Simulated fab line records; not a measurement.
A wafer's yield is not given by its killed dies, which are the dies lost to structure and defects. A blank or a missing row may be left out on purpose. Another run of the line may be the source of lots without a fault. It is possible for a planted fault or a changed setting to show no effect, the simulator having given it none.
Chamber matching | flow sky130 | SKY_VIA2_CMP_02 on cmp-02 has 4 sister chambers
The step polishes SiO2. 4 wafers are shown with their chamber, then 11 later ones without.

== WAFERS, EACH WITH ITS CHAMBER ==
wafer  | chamber | motor current A (A)
L084.5 | 2       | 10.1
L087.3 | 0       | 10.4
L087.5 | 1       | 11.7
L086.1 | 3       | 11.0

== WAFERS WITH NO CHAMBER GIVEN ==
wafer  | motor current A (A)
L086.2 | 9.9
L086.6 | 9.7
L088.2 | 12.3
L088.4 | 10.6
L088.6 | 10.6
L090.1 | 10.6
L090.3 | 11.4
L090.5 | 10.6
L095.1 | 11.1
L095.2 | 10.2
L095.4 | 12.0

== WHICH CHAMBER EACH WENT THROUGH ==
wafer  | from the rows above          | in truth
L086.2 | can't be placed: 2 or 0      | 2
L086.6 | can't be placed: 2 or 0      | 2
L088.2 | 1                            | 1
L088.4 | can't be placed: 0 or 3 or 2 | 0
L088.6 | can't be placed: 0 or 3 or 2 | 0
L090.1 | can't be placed: 0 or 3 or 2 | 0
L090.3 | can't be placed: 1 or 3      | 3
L090.5 | can't be placed: 0 or 3 or 2 | 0
L095.1 | can't be placed: 3 or 1      | 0
L095.2 | can't be placed: 2 or 0      | 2
L095.4 | 1                            | 1
2 of 11 placed correctly. From these rows, 9 cannot be placed; in 8 the true chamber is one of the candidates. Number placed wrongly: 0.
How it was worked out, from the rows above alone: a wafer's distance from a chamber is the root of the sum, over the readings, of the square of ((its reading less the chamber's mean) divided by the reading's scatter). The wafer belongs to the nearest chamber; if the next one is less than 2 further off, it can't be placed. The mean given for a chamber averages the wafers shown for that chamber. The scatter: root of mean squared gap, hidden wafer to nearest shown wafer, with one shown wafer a chamber.
